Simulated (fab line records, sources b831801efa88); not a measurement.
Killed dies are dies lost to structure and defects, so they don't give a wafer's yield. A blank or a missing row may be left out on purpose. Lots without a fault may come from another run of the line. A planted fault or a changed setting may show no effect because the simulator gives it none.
fab line records | flow gf180mcu
record lots=5 wafers=15 last_day=34
route steps=602 shown V1@352 M2@362 V2@382
lots that met no fault: from a run of the same line without faults
start_h: hours from the record's first day to the start of the lot's first wafer shown | wait_h: hours since the lot's step before | " the same as in the row above | L1.1+2: a row that stands for several wafers | - no value, or no start given | * or withheld: withheld | < > ~ a bound
route shown NAME@n: a module of which the file shows steps, and the number in the route of the first | usual: mean/standard deviation of fault-free wafers | same: alike in all rows | chamber/n: place in a boat | sites: the reading at each site | _std_site: their standard deviation | _edge_site: outer sites' mean less inner sites' | radius_mm: how far each site lies from the wafer's centre | mask NAME#n: copy n | behind: the tool/chamber that last shaped the wafer | hold: why the lot was held/for how many hours/how that ended | device: the transistor (n, p or np) that didn't switch | end of line: the same wafers' tests at the end of the route | a step without rows: its recipe alone | killed: dies lost to structure and defects at the first sort, not the wafer's yield | map: a wafer's dies, x killed, . not, _ none there
set.NAME: the setting as run; set.NAME@STEP: as run at that earlier step | model.NAME: the simulator's own value behind a step, which no gauge read
lots at some steps of the route; a table a step, a row a wafer
services: from which hour (start_h, from the record's first day; less than 0 if before it) a tool's chamber was out of use, for how many hours, and why
## steps
# step GF_V1_ETCH_17
# recipe chemistry=C4F8/O2/Ar mask_material=KrF target=SiO2 stop_on=TiN source_w=1500 bias_w=1200 pressure_mtorr=40 c4f8_flow_sccm=withheld O2_flow_sccm=6 Ar_flow_sccm=300 time_s=withheld target_depth_a=6300
# usual oes_product_au=0.857/0.0047 rf_fwd_power_W=1492/5
# columns lot.wafer tool chamber start_h wait_h oes_product_au rf_fwd_power_W
L076.2 rie_diel-02 0 - - 0.860 1491
L076.3 " 3 " " 0.871 1489
L076.5 " 3 " " 0.856 1494
L079.3 rie_diel-02 1 - - 0.859 1491
L079.4 " 3 " " 0.864 1495
L079.5 " 1 " " 0.854 1492
L081.2 rie_diel-03 1 - - 0.858 1491
L081.3 " 3 " " 0.864 1495
L081.5 " 2 " " 0.858 1493
L082.1 rie_diel-04 3 - - 0.858 1491
L082.3 " 0 " " 0.862 1491
L082.5 " 0 " " 0.859 1495
L087.1 rie_diel-03 3 - - 0.858 1494
L087.5 " 1 " " 0.851 1499
L087.6 " 2 " " 0.857 1483
# step GF_V1_STRIP_18
# recipe chemistry=O2/N2 power_w=1400 pressure_mtorr=1500 platen_temp_c=250 o2_flow_sccm=3000 n2_flow_sccm=300 overash_fraction=0.5
# usual drypump_motor_current_A=5.8/0.52 heater_power_w=316/36 oes_product_au=0.593/0.0047 platen_temp_c=249.99/0.18
# columns lot.wafer tool chamber start_h wait_h drypump_motor_current_A heater_power_w oes_product_au platen_temp_c rf_hours_counter_h
L076.2 plasma_asher-01 1 480.72 - 5.7 278 0.595 249.66 37
L076.3 " 1 " " 5.7 275 0.590 249.67 -
L076.5 " 1 " " 5.6 272 0.587 249.92 -
L079.3 plasma_asher-03 1 507.23 - 6.6 297 0.598 250.11 -
L079.4 " 0 " " 5.8 305 0.589 249.70 -
L079.5 " 0 " " 5.8 300 0.592 249.77 -
L081.2 plasma_asher-01 0 519.10 - 4.9 326 0.596 250.17 40
L081.3 " 1 " " 5.7 288 0.594 249.87 -
L081.5 " 1 " " 5.7 284 0.581 249.92 -
L082.1 plasma_asher-02 0 534.00 - 5.9 308 0.596 249.88 66
L082.3 " 1 " " 6.2 397 0.594 249.62 -
L082.5 " 0 " " 5.9 305 0.589 250.08 -
L087.1 plasma_asher-01 0 569.22 - 4.9 327 0.598 250.16 46
L087.5 " 0 " " 4.9 327 0.591 249.87 -
L087.6 " 1 " " 5.7 281 0.584 249.88 -
# step GF_V1_STRIP_19
# recipe chemistry=post_etch_residue_remover time_s=1200 temp_c=72.5
# same time_s=1200
# columns lot.wafer tool chamber start_h wait_h
L076.2+3+5 wet_bench-02 0 480.82 0.1
L079.3+4+5 wet_bench-02 1 507.30 0.0
L081.2+3+5 wet_bench-03 1 519.20 0.1
L082.1+3+5 wet_bench-02 2 534.10 0.1
L087.1+5+6 wet_bench-03 2 569.35 0.1
# step GF_V1_CLEAN_20
# recipe chemistry=DIW dry=n2_spin
# columns lot.wafer tool chamber start_h wait_h
L076.2+3+5 wet_bench-03 3 481.17 0.0
L079.3+4+5 wet_bench-01 0 507.67 0.0
L081.2+3+5 wet_bench-02 3 519.54 0.0
L082.1+3+5 wet_bench-01 3 534.44 0.0
L087.1+5+6 wet_bench-02 2 569.72 0.0
# step GF_V1_SPUTTER_21
# recipe material=Ti target_thk_nm=15 chamber_pressure_pa=5 power_w=2500 substrate_temp_c=200 time_s=80.02
# usual chamber_pressure_pa=5.000/0.011 throttle_valve_pct=29.9/1.1
# same time_s=80.02
# columns lot.wafer tool chamber start_h wait_h chamber_pressure_pa throttle_valve_pct
L076.2 pvd_sputter-01 - 481.27 0.0 4.997 29.4
L076.3 " - " " 4.996 28.2
L076.5 " - " " 4.978 28.3
L079.3 pvd_sputter-02 - 507.76 0.0 5.010 27.7
L079.4 " - " " 5.001 29.5
L079.5 " - " " 4.995 29.4
L081.2 pvd_sputter-02 - 519.64 0.0 4.998 29.2
L081.3 " - " " 4.989 27.6
L081.5 " - " " 4.999 31.3
L082.1 pvd_sputter-04 - 534.53 0.0 4.999 30.8
L082.3 " - " " 5.014 29.8
L082.5 " - " " 5.013 30.0
L087.1 pvd_sputter-01 - 569.82 0.0 5.020 29.2
L087.5 " - " " 4.983 29.2
L087.6 " - " " 5.009 29.1
# step GF_V1_SPUTTER_22
# recipe material=TiN target_thk_nm=10 chamber_pressure_pa=5 power_w=4000 time_s=40
# usual chamber_pressure_pa=5.000/0.01 throttle_valve_pct=29.9/1.1
# same time_s=40
# columns lot.wafer tool chamber start_h wait_h chamber_pressure_pa throttle_valve_pct
L076.2 pvd_sputter-01 - 481.33 0.0 4.993 29.3
L076.3 " - " " 4.991 28.6
L076.5 " - " " 4.985 28.7
L079.3 pvd_sputter-02 - 507.83 0.0 5.013 27.1
L079.4 " - " " 5.001 29.5
L079.5 " - " " 4.987 29.6
L081.2 pvd_sputter-02 - 519.70 0.0 5.022 29.6
L081.3 " - " " 5.003 27.2
L081.5 " - " " 5.017 31.3
L082.1 pvd_sputter-04 - 534.59 0.0 4.998 30.4
L082.3 " - " " 4.990 29.8
L082.5 " - " " 4.997 30.1
L087.1 pvd_sputter-01 - 569.88 0.0 5.006 29.3
L087.5 " - " " 4.991 29.1
L087.6 " - " " 4.992 29.4
# step GF_V1_CVD_23
# recipe material=W target_thk_nm=350 time_s=105.05 temp_c=400 pressure_torr=40
# usual heater_power_w=897/120
# same time_s=105.05
# columns lot.wafer tool chamber start_h wait_h heater_power_w
L076.2 cvd_w-01 0 481.40 0.1 926
L076.3 " 0 " " 921
L076.5 " 0 " " 898
L079.3 cvd_w-01 1 507.90 0.1 702
L079.4 " 0 " " 915
L079.5 " 1 " " 713
L081.2 cvd_w-01 0 519.74 0.0 915
L081.3 " 0 " " 896
L081.5 " 0 " " 913
L082.1 cvd_w-01 0 534.63 0.0 924
L082.3 " 0 " " 896
L082.5 " 1 " " 696
L087.1 cvd_w-02 1 569.92 0.0 987
L087.5 " 1 " " 1004
L087.6 " 0 " " 1028
# step GF_V1_RS_MEAS_24
# recipe thk_meas_gauge=four-point-probe reads=W_of_V1_CVD_23+TiN_of_V1_SPUTTER_22+Ti_of_V1_SPUTTER_21
# usual V1_W_RS=0.328/0.0043
# columns lot.wafer tool chamber start_h wait_h V1_W_RS[ohm/sq]
L076.2 film_metro-02 - 481.61 0.2 0.327
L076.3 " - " " 0.329
L076.5 " - " " 0.329
L079.3 film_metro-03 - 508.02 0.1 0.322
L079.4 " - " " 0.328
L079.5 " - " " 0.320
L081.2 film_metro-01 - 519.87 0.1 0.329
L081.3 " - " " 0.331
L081.5 " - " " 0.328
L082.1 film_metro-02 - 534.75 0.1 0.335
L082.3 " - " " 0.331
L082.5 " - " " 0.321
L087.1 film_metro-01 - 570.03 0.1 0.333
L087.5 " - " " 0.328
L087.6 " - " " 0.331
# step GF_V1_THK_MEAS_25
# recipe thk_meas_gauge=xrf reads=W_of_V1_CVD_23
# usual V1_W_THK=351/6.2
# columns lot.wafer tool chamber start_h wait_h V1_W_THK[nm]
L076.2 film_metro-02 - 481.72 0.1 354
L076.3 " - " " 351
L076.5 " - " " 352
L079.3 film_metro-03 - 508.12 0.1 351
L079.4 " - " " 345
L079.5 " - " " 355
L081.2 film_metro-01 - 519.98 0.1 352
L081.3 " - " " 352
L081.5 " - " " 358
L082.1 film_metro-02 - 534.87 0.1 342
L082.3 " - " " 344
L082.5 " - " " 355
L087.1 film_metro-01 - 570.15 0.1 348
L087.5 " - " " 353
L087.6 " - " " 350
# step GF_V1_CMP_26
# recipe stop_on=SiO2 down_force_psi=3.5 platen_rpm=60 t_overpolish_s=15 target_thk_nm=0 pad_velocity_m_s=0.94248
# usual motor_current_A=10.6/1.1 overpolish_run_s=15.000/0.0094 retaining_ring_pressure_frac=1.000/0.0049 slurry_flow_ml_min=150.0/0.46 time_to_endpoint_s=85/3.7
# columns lot.wafer tool chamber start_h wait_h motor_current_A overpolish_run_s retaining_ring_pressure_frac slurry_flow_ml_min time_to_endpoint_s
L076.3 cmp-01 3 481.82 0.1 9.3 15.001 1.009 149.7 83
L076.2 " 1 " " 10.8 14.988 1.001 149.8 89
L076.5 " 2 " " 10.2 15.003 1.000 150.3 82
L079.3 cmp-02 2 508.21 0.1 11.3 14.983 0.994 150.5 84
L079.4 " 0 " " 11.1 14.996 0.996 150.4 88
L079.5 " 1 " " 12.7 15.005 1.000 149.8 88
L081.2 cmp-01 2 520.13 0.1 10.0 14.994 1.007 149.8 80
L081.3 " 3 " " 8.8 14.988 1.001 150.3 84
L081.5 " 0 " " 11.1 14.980 0.997 150.4 80
L082.1 cmp-02 1 534.93 0.1 13.1 15.002 0.993 150.5 83
L082.3 " 2 " " 11.7 15.017 1.006 150.1 84
L082.5 " 1 " " 13.4 14.992 1.006 149.9 88
L087.1 cmp-02 2 570.26 0.1 12.0 14.995 1.007 149.9 83
L087.6 " 1 " " 12.6 15.003 1.013 149.3 82
L087.5 " 2 " " 11.1 15.003 1.000 151.3 82
# step GF_M2_SPUTTER_00
# recipe material=Ti target_thk_nm=37.5 arriving_ion_energy_ev=80 substrate_temp_c=200 chamber_pressure_pa=2 power_w=4000 time_s=150
# usual chamber_pressure_pa=2.000/0.004 throttle_valve_pct=30.2/1.2
# same time_s=150
# columns lot.wafer tool chamber start_h wait_h chamber_pressure_pa throttle_valve_pct
L076.2 pvd_sputter-02 - 482.07 0.1 1.989 29.4
L076.3 " - " " 1.996 32.1
L076.5 " - " " 2.000 32.1
L079.3 pvd_sputter-03 - 508.46 0.2 2.002 30.4
L079.4 " - " " 1.999 30.0
L079.5 " - " " 2.001 31.1
L081.2 pvd_sputter-03 - 520.33 0.1 2.000 28.7
L081.3 " - " " 2.001 29.9
L081.5 " - " " 2.000 28.9
L082.1 pvd_sputter-02 - 535.23 0.2 1.997 32.4
L082.3 " - " " 1.997 27.8
L082.5 " - " " 2.006 29.4
L087.1 pvd_sputter-02 - 570.51 0.2 2.001 31.1
L087.5 " - " " 2.008 27.8
L087.6 " - " " 2.001 29.4
# step GF_M2_SPUTTER_01
# recipe material=TiN target_thk_nm=30 power_w=6500 time_s=25 chamber_pressure_pa=0.4
# usual chamber_pressure_pa=0.3999/0.00077 throttle_valve_pct=30.2/1.2
# same time_s=25
# columns lot.wafer tool chamber start_h wait_h chamber_pressure_pa throttle_valve_pct
L076.2 pvd_sputter-02 - 482.17 0.1 0.4013 29.4
L076.3 " - " " 0.4000 31.9
L076.5 " - " " 0.3992 31.9
L079.3 pvd_sputter-03 - 508.56 0.1 0.4007 30.6
L079.4 " - " " 0.4002 30.1
L079.5 " - " " 0.3997 30.9
L081.2 pvd_sputter-03 - 520.43 0.1 0.3995 28.9
L081.3 " - " " 0.3993 29.8
L081.5 " - " " 0.3997 29.1
L082.1 pvd_sputter-02 - 535.33 0.1 0.3993 31.8
L082.3 " - " " 0.4010 27.8
L082.5 " - " " 0.3999 29.7
L087.1 pvd_sputter-02 - 570.61 0.1 0.4000 31.4
L087.5 " - " " 0.3997 27.8
L087.6 " - " " 0.3984 29.3
# step GF_M2_SPUTTER_02
# recipe material=AlCu target_thk_nm=450 power_w=10600 time_s=23.9 chamber_pressure_pa=0.4
# usual chamber_pressure_pa=0.4000/0.00078 throttle_valve_pct=30.2/1.2
# same time_s=23.9
# columns lot.wafer tool chamber start_h wait_h chamber_pressure_pa throttle_valve_pct
L076.2 pvd_sputter-02 - 482.20 0.0 0.3989 29.3
L076.3 " - " " 0.4010 31.8
L076.5 " - " " 0.4004 31.9
L079.3 pvd_sputter-03 - 508.59 0.0 0.3998 30.6
L079.4 " - " " 0.4002 29.9
L079.5 " - " " 0.3986 31.1
L081.2 pvd_sputter-03 - 520.46 0.0 0.3982 28.8
L081.3 " - " " 0.3993 30.0
L081.5 " - " " 0.3979 28.6
L082.1 pvd_sputter-02 - 535.36 0.0 0.4003 31.9
L082.3 " - " " 0.3999 27.6
L082.5 " - " " 0.3991 29.5
L087.1 pvd_sputter-02 - 570.64 0.0 0.3997 31.6
L087.5 " - " " 0.3994 27.7
L087.6 " - " " 0.4012 29.3
# step GF_M2_SPUTTER_03
# recipe material=Ti target_thk_nm=10 substrate_temp_c=300 chamber_pressure_pa=0.3 power_w=3000 time_s=6.7
# usual chamber_pressure_pa=0.3000/0.00059 throttle_valve_pct=30.2/1.2
# same time_s=6.7
# columns lot.wafer tool chamber start_h wait_h chamber_pressure_pa throttle_valve_pct
L076.2 pvd_sputter-02 - 482.23 0.0 0.2992 29.4
L076.3 " - " " 0.2995 32.0
L076.5 " - " " 0.3003 32.0
L079.3 pvd_sputter-03 - 508.62 0.0 0.3005 31.0
L079.4 " - " " 0.3006 29.9
L079.5 " - " " 0.3003 30.8
L081.2 pvd_sputter-03 - 520.49 0.0 0.3009 29.1
L081.3 " - " " 0.3007 29.9
L081.5 " - " " 0.3007 28.9
L082.1 pvd_sputter-02 - 535.39 0.0 0.2999 31.9
L082.3 " - " " 0.2995 27.3
L082.5 " - " " 0.3000 29.6
L087.1 pvd_sputter-02 - 570.67 0.0 0.3004 31.1
L087.5 " - " " 0.2995 27.2
L087.6 " - " " 0.2998 29.6
# step GF_M2_SPUTTER_04
# recipe material=TiN target_thk_nm=50 power_w=6500 time_s=41.7 chamber_pressure_pa=0.4
# usual chamber_pressure_pa=0.3999/0.00076 throttle_valve_pct=30.2/1.2
# same time_s=41.7
# columns lot.wafer tool chamber start_h wait_h chamber_pressure_pa throttle_valve_pct
L076.2 pvd_sputter-02 - 482.25 0.0 0.4003 29.5
L076.3 " - " " 0.4007 31.8
L076.5 " - " " 0.4003 32.0
L079.3 pvd_sputter-03 - 508.64 0.0 0.3999 30.8
L079.4 " - " " 0.3987 29.8
L079.5 " - " " 0.3997 30.9
L081.2 pvd_sputter-03 - 520.52 0.0 0.4010 28.8
L081.3 " - " " 0.3986 29.8
L081.5 " - " " 0.4009 28.7
L082.1 pvd_sputter-02 - 535.41 0.0 0.3993 31.9
L082.3 " - " " 0.3996 27.4
L082.5 " - " " 0.3997 29.5
L087.1 pvd_sputter-02 - 570.69 0.0 0.3988 31.2
L087.5 " - " " 0.4004 27.9
L087.6 " - " " 0.3995 29.5
# step GF_M2_RS_MEAS_05
# recipe thk_meas_gauge=four-point-probe reads=TiN_of_M2_SPUTTER_04+Ti_of_M2_SPUTTER_03+AlCu_of_M2_SPUTTER_02+TiN_of_M2_SPUTTER_01+Ti_of_M2_SPUTTER_00
# usual M2_ALCU_RS=0.0700/0.00082
# columns lot.wafer tool chamber start_h wait_h M2_ALCU_RS[ohm/sq]
L076.2 film_metro-01 - 482.31 0.0 0.0707
L076.3 " - " " 0.0706
L076.5 " - " " 0.0697
L079.3 film_metro-01 - 508.72 0.1 0.0685
L079.4 " - " " 0.0707
L079.5 " - " " 0.0694
L081.2 film_metro-01 - 520.58 0.0 0.0685
L081.3 " - " " 0.0704
L081.5 " - " " 0.0680
L082.1 film_metro-02 - 535.45 0.0 0.0702
L082.3 " - " " 0.0703
L082.5 " - " " 0.0707
L087.1 film_metro-01 - 570.73 0.0 0.0701
L087.5 " - " " 0.0701
L087.6 " - " " 0.0704
# step GF_M2_THK_MEAS_06
# recipe thk_meas_gauge=xrf reads=AlCu_of_M2_SPUTTER_02
# usual M2_ALCU_THK=446/6.1
# columns lot.wafer tool chamber start_h wait_h M2_ALCU_THK[nm]
L076.2 film_metro-01 - 482.42 0.1 440
L076.3 " - " " 442
L076.5 " - " " 447
L079.3 film_metro-01 - 508.82 0.1 455
L079.4 " - " " 442
L079.5 " - " " 452
L081.2 film_metro-01 - 520.69 0.1 462
L081.3 " - " " 446
L081.5 " - " " 459
L082.1 film_metro-02 - 535.57 0.1 441
L082.3 " - " " 442
L082.5 " - " " 438
L087.1 film_metro-01 - 570.85 0.1 449
L087.5 " - " " 448
L087.6 " - " " 446
# step GF_M2_DEHYDRATE_07
# recipe temp_c=200 time_s=60
# usual heater_power_total_W=160.37/0.13
# same time_s=60
# columns lot.wafer tool chamber start_h wait_h heater_power_total_W
L076.2 litho_track-03 0 494.24 11.8 160.45
L076.3 " 0 " " 160.53
L076.5 " 0 " " 160.17
L079.3 litho_track-02 0 519.97 11.1 160.23
L079.4 " 0 " " 160.38
L079.5 " 0 " " 160.54
L081.2 litho_track-03 0 532.19 11.5 160.34
L081.3 " 0 " " 160.33
L081.5 " 0 " " 160.35
L082.1 litho_track-02 0 546.92 11.3 160.33
L082.3 " 0 " " 160.43
L082.5 " 0 " " 160.62
L087.1 litho_track-03 0 581.66 10.8 160.14
L087.5 " 0 " " 160.40
L087.6 " 0 " " 160.40
# step GF_M2_HMDS_08
# recipe prime_time_s=60 prime_temp_c=120
# columns lot.wafer tool chamber start_h wait_h
L076.2+3+5 litho_track-03 0 494.39 0.1
L079.3+4+5 litho_track-02 0 520.12 0.1
L081.2+3+5 litho_track-03 0 532.34 0.1
L082.1+3+5 litho_track-02 0 547.07 0.1
L087.1+5+6 litho_track-03 0 581.81 0.1
# step GF_M2_COAT_09
# recipe resist=KrF spin_rpm=withheld resist_thk_nm=1015
# columns lot.wafer tool chamber start_h wait_h
L076.2+3+5 litho_track-03 0 494.54 0.1
L079.3+4+5 litho_track-02 0 520.27 0.1
L081.2+3+5 litho_track-03 0 532.49 0.1
L082.1+3+5 litho_track-02 0 547.22 0.1
L087.1+5+6 litho_track-03 0 581.96 0.1
# step GF_M2_SOFTBAKE_10
# recipe temp_c=130 time_s=60 resist=KrF
# usual heater_power_total_W=93.04/0.063
# same time_s=60
# columns lot.wafer tool chamber start_h wait_h heater_power_total_W
L076.2 litho_track-03 0 494.69 0.1 93.06
L076.3 " 0 " " 93.09
L076.5 " 0 " " 93.01
L079.3 litho_track-02 0 520.42 0.1 93.03
L079.4 " 0 " " 93.12
L079.5 " 0 " " 92.98
L081.2 litho_track-03 0 532.64 0.1 93.11
L081.3 " 0 " " 92.83
L081.5 " 0 " " 93.13
L082.1 litho_track-02 0 547.37 0.1 92.99
L082.3 " 0 " " 93.10
L082.5 " 0 " " 93.06
L087.1 litho_track-03 0 582.11 0.1 93.04
L087.5 " 0 " " 92.95
L087.6 " 0 " " 93.08
# step GF_M2_EXPOSE_11
# recipe mask_id=Metal2 target_cd_nm=280 na=0.68 source_shape=conventional sigma_outer=0.6 dose_mj=28
# usual reticle_temp_C=23.01/0.095
# same na=0.68
# columns lot.wafer tool chamber start_h wait_h mask reticle_temp_C
L076.2 krf_scanner-02 0 - - Metal2#0 23.15
L076.3 " 0 " " Metal2#0 23.19
L076.5 " 0 " " Metal2#0 23.10
L079.3 krf_scanner-02 0 - - Metal2#0 23.18
L079.4 " 0 " " Metal2#0 23.04
L079.5 " 0 " " Metal2#0 22.97
L081.2 krf_scanner-01 0 - - Metal2#0 22.97
L081.3 " 0 " " Metal2#0 22.94
L081.5 " 0 " " Metal2#0 22.96
L082.1 krf_scanner-01 0 - - Metal2#0 23.01
L082.3 " 0 " " Metal2#0 22.95
L082.5 " 0 " " Metal2#0 23.08
L087.1 krf_scanner-01 0 - - Metal2#0 23.05
L087.5 " 0 " " Metal2#0 22.87
L087.6 " 0 " " Metal2#0 22.83
# step GF_M2_PEB_12
# recipe peb_temp_c=135 peb_time_s=90 resist=KrF
# usual heater_power_total_W=85.70/0.084
# columns lot.wafer tool chamber start_h wait_h heater_power_total_W
L076.2 litho_track-02 0 - - 85.73
L076.3 " 0 " " 85.77
L076.5 " 0 " " 85.65
L079.3 litho_track-01 0 - - 85.82
L079.4 " 0 " " 85.68
L079.5 " 0 " " 85.58
L081.2 litho_track-03 0 - - 85.61
L081.3 " 0 " " 85.77
L081.5 " 0 " " 85.64
L082.1 litho_track-01 0 - - 85.77
L082.3 " 0 " " 85.76
L082.5 " 0 " " 85.78
L087.1 litho_track-01 0 - - 85.76
L087.5 " 0 " " 85.61
L087.6 " 0 " " 85.72
# step GF_M2_DEVELOP_13
# recipe develop_time_s=60 dev_temp_c=21
# columns lot.wafer tool chamber start_h wait_h
L076.2+3+5 litho_track-02 0 507.44 0.2
L079.3+4+5 litho_track-01 0 532.69 0.1
L081.2+3+5 litho_track-03 0 544.39 0.2
L082.1+3+5 litho_track-01 0 559.34 0.2
L087.1+5+6 litho_track-01 0 592.94 0.2
# step GF_M2_CD_MEAS_14
# recipe target_cd_nm=280
# usual cd_nm=279.9/1.2
# columns lot.wafer tool chamber start_h wait_h cd_nm
L076.2 cd_sem-01 - 507.59 0.1 280.6
L076.3 " - " " 280.5
L076.5 " - " " 280.8
L079.3 cd_sem-02 - 532.83 0.1 280.4
L079.4 " - " " 279.8
L079.5 " - " " 281.1
L081.2 cd_sem-01 - 544.53 0.1 277.8
L081.3 " - " " 278.8
L081.5 " - " " 278.1
L082.1 cd_sem-01 - 559.53 0.2 280.1
L082.3 " - " " 280.2
L082.5 " - " " 279.2
L087.1 cd_sem-01 - 593.09 0.1 279.0
L087.5 " - " " 280.2
L087.6 " - " " 279.1
# step GF_M2_OVL_MEAS_15
# usual M2_OVL=-1/6.3
# columns lot.wafer tool chamber start_h wait_h M2_OVL[nm]
L076.2 overlay-02 - 507.69 0.1 1
L076.3 " - " " 2
L076.5 " - " " -4
L079.3 overlay-02 - 532.92 0.1 2
L079.4 " - " " 7
L079.5 " - " " 7
L081.2 overlay-02 - 544.64 0.1 -3
L081.3 " - " " 2
L081.5 " - " " -2
L082.1 overlay-02 - 559.65 0.1 3
L082.3 " - " " 10
L082.5 " - " " 7
L087.1 overlay-02 - 593.21 0.1 -14
L087.5 " - " " -10
L087.6 " - " " -1
# step GF_M2_METAL_ETCH_16
# recipe chemistry=Cl2/BCl3 mask_material=KrF target_depth_nm=750.8 stop_on=SiO2 pressure_mtorr=8 icp_w=800 bias_w=140 Cl2_flow_sccm=80 bcl3_flow_sccm=40 time_s=125.1
# usual drypump_motor_current_A=5.7/0.47 he_backside_leak_sccm=3.34/0.25 oes_product_au=0.994/0.0052 rf_fwd_power_W=796.1/2.8 throttle_valve_pct=28.226/0.0097
# same time_s=125.1
# columns lot.wafer tool chamber start_h wait_h drypump_motor_current_A he_backside_leak_sccm oes_product_au rf_fwd_power_W rf_hours_counter_h throttle_valve_pct
L076.2 rie_metal-02 1 507.77 0.1 5.4 3.46 0.998 796.6 - 28.225
L076.3 " 1 " " 5.4 3.63 0.986 799.4 - 28.228
L076.5 " 1 " " 5.4 3.61 0.994 800.9 - 28.234
L079.3 rie_metal-04 1 532.99 0.1 5.0 3.19 0.997 794.8 - 28.232
L079.4 " 0 " " 6.2 3.09 1.002 799.6 - 28.229
L079.5 " 0 " " 6.2 3.23 1.002 796.9 - 28.233
L081.2 rie_metal-01 1 544.67 0.0 6.5 3.25 0.991 796.0 8 28.233
L081.3 " 1 " " 6.4 3.22 0.999 796.2 - 28.214
L081.5 " 0 " " 5.5 3.28 0.993 797.4 - 28.216
L082.1 rie_metal-02 1 559.68 0.0 5.4 3.52 0.995 800.3 2 28.217
L082.3 " 0 " " 5.6 3.38 0.997 795.2 - 28.216
L082.5 " 0 " " 5.6 3.18 1.008 793.6 - 28.233
L087.1 rie_metal-01 1 593.24 0.0 6.4 5.02 0.993 798.9 10 28.218
L087.5 " 0 " " 5.5 3.20 0.995 794.7 - 28.217
L087.6 " 1 " " 6.5 3.59 0.992 798.5 - 28.210
# step GF_M2_STRIP_17
# recipe chemistry=O2/N2 power_w=1400 pressure_mtorr=1500 platen_temp_c=250 o2_flow_sccm=3000 n2_flow_sccm=300 overash_fraction=0.5
# usual drypump_motor_current_A=5.6/0.37 heater_power_w=331/39 oes_product_au=0.541/0.0048 platen_temp_c=249.97/0.17 strip_time_to_endpoint_s=7.50/0.049
# columns lot.wafer tool chamber start_h wait_h drypump_motor_current_A heater_power_w oes_product_au platen_temp_c rf_hours_counter_h strip_time_to_endpoint_s
L076.2 plasma_asher-02 0 507.98 0.2 5.9 302 0.544 250.04 63 7.53
L076.3 " 0 " " 5.9 309 0.544 250.14 - 7.55
L076.5 " 1 " " 6.2 394 0.545 249.85 - 7.54
L079.3 plasma_asher-04 0 533.11 0.1 5.6 383 0.535 250.09 - 7.53
L079.4 " 1 " " 5.8 311 0.538 249.87 - 7.46
L079.5 " 1 " " 5.7 314 0.539 249.95 - 7.43
L081.2 plasma_asher-01 1 544.80 0.1 5.7 285 0.529 249.95 43 7.43
L081.3 " 0 " " 4.9 334 0.545 249.98 - 7.47
L081.5 " 0 " " 4.9 337 0.541 250.07 - 7.56
L082.1 plasma_asher-04 1 559.81 0.1 5.8 303 0.539 250.05 94 7.48
L082.3 " 1 " " 5.8 314 0.536 250.03 - 7.44
L082.5 " 1 " " 5.7 305 0.548 250.19 - 7.48
L087.1 plasma_asher-04 0 593.37 0.1 5.7 381 0.532 249.85 98 7.42
L087.5 " 1 " " 5.8 313 0.548 250.08 - 7.50
L087.6 " 0 " " 5.6 377 0.535 249.80 - 7.46
# step GF_M2_STRIP_18
# recipe chemistry=post_etch_residue_remover time_s=1200 temp_c=72.5
# same time_s=1200
# columns lot.wafer tool chamber start_h wait_h
L076.2+3+5 wet_bench-04 2 508.08 0.1
L079.3+4+5 wet_bench-03 1 533.17 0.0
L081.2+3+5 wet_bench-03 0 544.90 0.1
L082.1+3+5 wet_bench-04 2 559.91 0.1
L087.1+5+6 wet_bench-04 3 593.49 0.1
# step GF_M2_CLEAN_19
# recipe chemistry=DIW dry=n2_spin
# columns lot.wafer tool chamber start_h wait_h
L076.2+3+5 wet_bench-03 1 508.42 0.0
L079.3+4+5 wet_bench-04 1 533.51 0.0
L081.2+3+5 wet_bench-04 3 545.27 0.0
L082.1+3+5 wet_bench-04 2 560.26 0.0
L087.1+5+6 wet_bench-03 1 593.83 0.0
# step GF_V2_CVD_00
# recipe material=SiO2 target_thk_nm=600 sigma_open_frac=0.3 temp_c=400 time_s=100 sih4_flow_sccm=60 pressure_mtorr=6
# same time_s=100
# columns lot.wafer tool chamber start_h wait_h
L076.2+3+5 hdpcvd-01 1,0,2 508.52 0.0
L079.3+4+5 hdpcvd-01 2,1,0 533.61 0.0
L081.2+3+5 hdpcvd-01 2,1,1 545.38 0.0
L082.1+3+5 hdpcvd-02 2,1,0 560.35 0.0
L087.1+5+6 hdpcvd-01 0,1,2 593.93 0.0
# step GF_V2_THK_MEAS_01
# recipe reads=SiO2_of_V2_CVD_00
# usual V2_CVD_00_THK=601/6
# columns lot.wafer tool chamber start_h wait_h V2_CVD_00_THK[nm]
L076.2 film_metro-03 - 508.60 0.0 595
L076.3 " - " " 598
L076.5 " - " " 602
L079.3 film_metro-02 - 533.71 0.1 615
L079.4 " - " " 607
L079.5 " - " " 614
L081.2 film_metro-03 - 545.46 0.0 606
L081.3 " - " " 591
L081.5 " - " " 597
L082.1 film_metro-04 - 560.42 0.0 602
L082.3 " - " " 604
L082.5 " - " " 597
L087.1 film_metro-04 - 594.00 0.0 609
L087.5 " - " " 598
L087.6 " - " " 593
# step GF_V2_CVD_02
# recipe material=SiO2 target_thk_nm=850 precursor=TEOS temp_c=400 time_s=94.851 rf_w=600
# usual heater_power_w=646/70 rf_fwd_power_W=595.9/2.2
# same time_s=94.851
# columns lot.wafer tool chamber start_h wait_h heater_power_w rf_fwd_power_W
L076.2 pecvd-01 2 508.65 0.0 653 595.3
L076.3 " 0 " " 659 592.3
L076.5 " 1 " " 467 597.5
L079.3 pecvd-02 2 533.75 0.0 679 598.3
L079.4 " 1 " " 668 596.9
L079.5 " 0 " " 775 594.4
L081.2 pecvd-01 1 545.51 0.0 601 593.6
L081.3 " 0 " " 648 595.0
L081.5 " 2 " " 734 595.3
L082.1 pecvd-02 2 560.48 0.1 601 596.5
L082.3 " 0 " " 676 595.3
L082.5 " 0 " " 734 595.2
L087.1 pecvd-04 1 594.06 0.1 650 596.1
L087.5 " 2 " " 637 589.9
L087.6 " 0 " " 665 595.1
## services
# columns tool chamber start_h hours kind
hdpcvd-01 - 462.16 0.3 repair
krf_scanner-02 - 462.25 10.4 repair
plasma_asher-02 - 469.47 9.2 repair
cvd_w-01 0 473.92 2.8 repair
cvd_w-01 1 478.42 4.1 repair
cmp-01 - 479.56 0.9 repair
cmp-02 - 483.65 5.9 pm
krf_scanner-01 - 487.85 0.1 repair
pecvd-01 0 490.11 2.4 repair
cmp-01 - 498.90 4.0 repair
rie_metal-01 - 499.70 10.0 pm
plasma_asher-01 - 504.24 3.8 repair
krf_scanner-01 - 515.43 3.6 pm
pvd_sputter-02 - 515.81 3.5 repair
cvd_w-01 - 521.68 1.0 repair
cmp-02 - 522.74 5.2 pm
plasma_asher-04 - 534.12 0.4 repair
krf_scanner-01 - 542.75 1.0 pm
krf_scanner-01 - 543.81 0.8 pm
pvd_sputter-01 - 549.63 1.2 repair
krf_scanner-01 - 552.28 0.3 repair
wet_bench-02 - 560.20 9.5 repair
cmp-02 - 572.32 4.0 pm
cmp-02 - 580.85 1.3 repair
## key
fault none
